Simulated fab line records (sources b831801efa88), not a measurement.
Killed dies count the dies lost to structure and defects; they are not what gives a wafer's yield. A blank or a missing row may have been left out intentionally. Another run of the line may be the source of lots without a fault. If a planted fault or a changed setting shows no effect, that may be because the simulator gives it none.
Which tool is to blame? -- flow sky130 -- 11 lots with 33 wafers sampled at 5 steps, on a route of 708 steps

WHAT THE GAUGES SHOWED, per wafer
SKY_POLY_GATE_CD_MEAS_22. Usual: 149.9 nm for cdNm, sd 2.2.
lot,measured,on,cdNm (nm),flag
L913,day 16 23:54,cdSem-01,146.9 148.9 150.4,
L917,day 18 01:30,cdSem-01,150.0 151.5 152.8,
L918,day 18 19:34,cdSem-01,150.3 151.9 151.2,
L919,day 19 05:43,cdSem-02,149.5 149.6 147.8,
L920,day 19 03:58,cdSem-02,149.1 146.5 150.8,
L926,day 21 12:26,cdSem-01,148.3 150.8 149.4,
L927,day 22 01:56,cdSem-01,146.6 151.1 149.0,
L928,day 22 03:34,cdSem-02,148.3 152.5 150.8,
L929,day 22 10:31,cdSem-02,148.5 148.6 149.1,
L930,day 22 12:17,cdSem-01,151.4 150.7 151.0,
L931,day 22 19:31,cdSem-01,154.9 149.1 153.5,

SKY_LDD_N_TW_MEAS_17. Usual: LDD_N_TW 2580, standard deviation 14.
lot,measured,on,LDD_N_TW,flag
L913,day 18 06:18,filmMetro-04,2566 2552 2556,
L917,day 19 09:49,filmMetro-02,2585 2590 2588,
L918,day 20 04:07,filmMetro-02,2586 2586 2577,
L919,day 20 13:43,filmMetro-03,2574 2575 2571,
L920,day 20 11:52,filmMetro-04,2604 2604 2580,
L926,day 22 19:27,filmMetro-03,2576 2560 2561,
L927,day 23 09:36,filmMetro-03,2463 2469 2470,OFF
L928,day 23 11:03,filmMetro-03,2591 2594 2588,
L929,day 23 18:22,filmMetro-04,2452 2442 2439,OFF
L930,day 23 19:41,filmMetro-04,2453 2446 2452,OFF
L931,day 24 02:37,filmMetro-04,2571 2560 2573,

EACH LOT AND THE TOOL THAT RAN IT (in order: tool; ch and the chambers of the sampled wafers; start)
lot,SKY_PWDE_STRIP_09,SKY_LDD_N_IMPLANT_09,SKY_LDD_N_STRIP_16
L913,"plasmaAsher-03 ch 0,1, day 4 04:12","implanter-04 ch 0, day 18 05:09","plasmaAsher-03 ch 0,1, day 18 06:12"
L917,"plasmaAsher-01 ch 1, day 4 19:30","implanter-03 ch 0, day 19 08:41","plasmaAsher-04 ch 0,1, day 19 09:42"
L918,"plasmaAsher-01 ch 0,1, day 5 05:06","implanter-01 ch 0, day 20 02:58","plasmaAsher-02 ch 0,1, day 20 04:00"
L919,"plasmaAsher-01 ch 0,1, day 5 14:02","implanter-03 ch 0, day 20 12:36","plasmaAsher-04 ch 0,1, day 20 13:38"
L920,"plasmaAsher-01 ch 0,1, day 5 14:06","implanter-04 ch 0, day 20 10:43","plasmaAsher-03 ch 0,1, day 20 11:45"
L926,"plasmaAsher-04 ch 0,1, day 7 04:21","implanter-03 ch 0, day 22 18:18","plasmaAsher-03 ch 0,1, day 22 19:21"
L927,"plasmaAsher-04 ch 0, day 7 10:46","implanter-04 ch 0, day 23 08:27","plasmaAsher-02 ch 0,1, day 23 09:30"
L928,"plasmaAsher-03 ch 0, day 7 11:51","implanter-01 ch 0, day 23 09:54","plasmaAsher-04 ch 0, day 23 10:57"
L929,"plasmaAsher-01 ch 0,1, day 7 14:20","implanter-04 ch 0, day 23 17:15","plasmaAsher-02 ch 0,1, day 23 18:17"
L930,"plasmaAsher-03 ch 0,1, day 7 18:29","implanter-04 ch 0, day 23 18:35","plasmaAsher-02 ch 0,1, day 23 19:35"
L931,"plasmaAsher-03 ch 0,1, day 8 00:41","implanter-01 ch 0, day 24 01:30","plasmaAsher-03 ch 0,1, day 24 02:32"
- SKY_PWDE_STRIP_09: strips in O2/N2.
- SKY_LDD_N_IMPLANT_09
- SKY_LDD_N_STRIP_16: strips in O2/N2.

WHAT THE TOOLS THEMSELVES READ (means of the sampled wafers that have a number; where no wafer has one, the mark that the record gives instead)
SKY_PWDE_STRIP_09. Usual: drypumpMotorCurrentA 5.91 A, standard deviation 0.16; oesProductAu 0.723 a.u., standard deviation 0.0043; stripTimeToEndpointS 37.16 s, standard deviation 0.11.
lot,tool,drypumpMotorCurrentA (A),oesProductAu (a.u.),stripTimeToEndpointS (s),flag
L913,plasmaAsher-03,6.10,0.721,37.38,
L917,plasmaAsher-01,5.74,0.722,37.19,
L918,plasmaAsher-01,5.70,0.716,37.05,
L919,plasmaAsher-01,5.72,0.725,37.41,
L920,plasmaAsher-01,5.72,0.721,37.09,
L926,plasmaAsher-04,6.03,0.721,37.18,
L927,plasmaAsher-04,6.04,0.724,37.08,
L928,plasmaAsher-03,6.15,0.721,37.28,
L929,plasmaAsher-01,5.74,0.723,37.11,
L930,plasmaAsher-03,6.09,0.723,36.94,
L931,plasmaAsher-03,6.09,0.724,37.18,

SKY_LDD_N_IMPLANT_09. Usual: doseIonsCm2 7.499e+13, standard deviation 8.9e+10; faradayCurrentUA 423, standard deviation 7.8.
lot,tool,doseIonsCm2,faradayCurrentUA,flag
L913,implanter-04,7.499e+13,425,
L917,implanter-03,7.509e+13,413,
L918,implanter-01,7.510e+13,421,
L919,implanter-03,7.504e+13,423,
L920,implanter-04,7.509e+13,424,
L926,implanter-03,7.503e+13,422,
L927,implanter-04,7.400e+12,42,OFF
L928,implanter-01,7.506e+13,425,
L929,implanter-04,7.607e+12,43,OFF
L930,implanter-04,7.390e+12,42,OFF
L931,implanter-01,7.501e+13,420,

SKY_LDD_N_STRIP_16. Usual: drypumpMotorCurrentA 6.02 A, standard deviation 0.23; oesProductAu 0.406 a.u., standard deviation 0.0052; stripTimeToEndpointS 4.305 s, standard deviation 0.013.
lot,tool,drypumpMotorCurrentA (A),oesProductAu (a.u.),stripTimeToEndpointS (s),flag
L913,plasmaAsher-03,6.02,0.408,4.299,
L917,plasmaAsher-04,6.04,0.405,4.296,
L918,plasmaAsher-02,6.09,0.406,4.311,
L919,plasmaAsher-04,6.04,0.405,4.309,
L920,plasmaAsher-03,6.09,0.405,4.316,
L926,plasmaAsher-03,6.03,0.406,4.309,
L927,plasmaAsher-02,6.10,0.404,4.139,OFF
L928,plasmaAsher-04,6.08,0.401,4.298,
L929,plasmaAsher-02,5.82,0.407,4.136,OFF
L930,plasmaAsher-02,6.09,0.410,4.143,OFF
L931,plasmaAsher-03,6.02,0.400,4.301,

THE ANSWER, worked out from the rows above alone
Rule: take the mean of a lot's wafers that have a number; if it is more than 3 standard deviations from the usual mean, the lot is off. Also off: a lot with no number at a reading for which 4 or more lots have one. All remaining lots with rows at the step are treated as sound. The gauges are gone through in route order, then the tools' own readings, and for those a lot's mean is taken as printed above. At the first step where some lot is off, the reading lying furthest off is the one used; lots without a number count as furthest.
Off: L927, L929, L930, at SKY_LDD_N_TW_MEAS_17 (LDD_N_TW).
If a tool, at a process step before that reading, ran all the lots that are off and no sound lot after the first of them, it fits. The gauges at SKY_LDD_N_TW_MEAS_17 aren't tried: what is off there is off at SKY_LDD_N_IMPLANT_09 too, on other tools, and a gauge's error can't cause that. Undecided on this evidence; 2 tools fit (implanter-04 at SKY_LDD_N_IMPLANT_09, plasmaAsher-02 at SKY_LDD_N_STRIP_16).

WHAT THE SIMULATOR HAD PUT IN
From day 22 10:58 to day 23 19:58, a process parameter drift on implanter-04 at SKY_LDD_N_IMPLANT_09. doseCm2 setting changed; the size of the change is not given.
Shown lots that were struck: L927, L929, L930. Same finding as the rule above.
